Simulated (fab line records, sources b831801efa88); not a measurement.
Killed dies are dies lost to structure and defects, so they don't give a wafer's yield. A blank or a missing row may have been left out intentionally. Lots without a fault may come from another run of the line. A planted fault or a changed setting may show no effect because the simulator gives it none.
Code-filled problem report in 8D (eight disciplines) form | flow gf180mcu | the parts of the form that need people (team, actions taken, sign-off) are left out

== 1. THE ISSUE ==
Wafers free of any fault read 0.330 ohm/sq (standard deviation 0.0034) for V5_W_RS at GF_V5_RS_MEAS_24, against a mean of 0.492 ohm/sq on 5 wafers of 3 lots. That puts it +48 standard deviations away from the usual mean.
The step: measures by four-point-probe.
First seen on wafer L109.2, day 28 21:28, on film_metro-04. The record has a number at this step for 30 wafers belonging to 10 lots. By rule, "out" or "out of limits" means more than 4 standard deviations away from the usual mean. The other wafers with a number count as sound.

== 2. WHAT IT IS, AND WHAT IT ISN'T ==
question                    | is                                     | is not
which readings at this step | V5_W_RS                                | -
which lots                  | L109, L110, L111                       | L106, L108, L121, L122, L123, L124, L125
which wafers of those lots  | L109.2, L109.3, L110.1, L111.1, L111.3 | L109.6, L110.4, L110.6, L111.5
read on which gauges        | film_metro-02, film_metro-04           | film_metro-01
when                        | from day 28 21:28                      | up to then (7 sound wafers); but 18 sound wafers of L110, L111, L121, L122, L123, L124, L125 came after

== 3. THE SUSPECTS, EACH WITH WHAT RULES IT OUT ==
Counting: any tool at a process step up to the reading remains a suspect provided it ran every lot that is out. Sound lots after the first of them don't rule it out here, since some wafers of a struck lot are sound.
- the gauge at GF_V5_RS_MEAS_24 has been ruled out. 2 gauges (film_metro-02, film_metro-04) read the wafers that are out.
- cvd_w-01 at GF_V5_CVD_23 (deposits W, target thk 350 nm, time 104.9 s): kept. It processed each lot that is out (first: L109, day 28 21:20); up to then, its last sound lot is L108 (day 28 12:17).
After counting, what remains is cvd_w-01 at GF_V5_CVD_23.

== 4. THE CAUSE (what the simulator had put in) ==
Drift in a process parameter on cvd_w-01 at GF_V5_CVD_23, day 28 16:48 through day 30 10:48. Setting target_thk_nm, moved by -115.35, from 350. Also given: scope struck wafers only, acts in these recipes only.
After counting, this tool was the only one left.

== 5. SEQUENCE OF EFFECTS, ordered by route ==
One row per reading whose mean, taken over the struck wafers that have a number, lies over 3 standard deviations from the usual. Only readings for which the record gives a usual standard deviation are gone through. hours: the time from each lot's start at the first step in this table that gives one to its start at this step, as a median over the lots. sigmas: the change in usual standard deviations.
hours | step              | reading            | usual        | on struck wafers | change | sigmas
0     | GF_V5_RS_MEAS_24  | V5_W_RS            | 0.330 ohm/sq | 0.492            | +0.162 | +48
0     | GF_V5_THK_MEAS_25 | V5_W_THK           | 342 nm       | 231              | -111   | -19
0     | GF_V5_CMP_26      | time_to_endpoint_s | 82 s         | 56               | -26    | -5.9
The process steps in it:
- GF_V5_CMP_26: polishes, stops on SiO2, t overpolish 15 s, target thk 0 nm.

== 6. WHAT WOULD HAVE CAUGHT IT SOONER ==
5 hours passed between the start of the fault at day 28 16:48 and the first reading out of limits at a measuring or inspecting step in this record, taken at day 28 21:28.
An alarm limit of 4 standard deviations would not have fired on the tool readings at GF_V5_CVD_23 for which the record gives a usual standard deviation, since none of them was out on any struck wafer.
L110, L111, from the lots that are out (3), started GF_V5_CVD_23 on cvd_w-01 later than day 28 21:28. A hold on the tool at that time would have spared those 2.
